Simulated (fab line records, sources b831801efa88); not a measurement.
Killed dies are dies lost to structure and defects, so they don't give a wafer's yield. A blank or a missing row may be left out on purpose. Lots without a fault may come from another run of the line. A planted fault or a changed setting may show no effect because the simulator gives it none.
Chamber matching | flow sky130 | SKY_PASSIVATION_CVD_00 on pecvd-03: 3 sister chambers
The step deposits SiO2, target thk 90 nm. 3 wafers are shown with their chamber, then 7 later ones without.

WAFERS WITH THEIR CHAMBER
wafer  | chamber | heater_power_w (W)
L375.4 | 0       | 625
L378.1 | 1       | 689
L378.3 | 2       | 676

WAFERS WITHOUT THEIR CHAMBER
wafer  | heater_power_w (W)
L378.4 | 722
L381.1 | 662
L381.5 | 673
L381.6 | 671
L390.3 | 622
L390.4 | 732
L390.5 | 635

WHICH CHAMBER EACH WENT THROUGH
wafer  | from the rows above          | in truth
L378.4 | can't be placed: 1 or 2      | 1
L381.1 | can't be placed: 2 or 1 or 0 | 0
L381.5 | can't be placed: 2 or 1      | 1
L381.6 | can't be placed: 2 or 1 or 0 | 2
L390.3 | 0                            | 0
L390.4 | can't be placed: 1 or 2      | 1
L390.5 | can't be placed: 0 or 2      | 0
Placed correctly: 1 of 7. Can't be placed from these rows: 6 (the true chamber is among the candidates in 6). Placed wrongly: 0.
How it was worked out, from the rows above alone: a wafer's distance from a chamber is the root of the sum, over the readings, of the square of ((its reading less the chamber's mean) divided by the reading's scatter). The wafer belongs to the nearest chamber; if the next one is less than 2 further off, it can't be placed. A chamber's mean is the mean of its shown wafers. The scatter: with one shown wafer a chamber, the root of the mean of the squares of how far each hidden wafer lies from its nearest shown one.
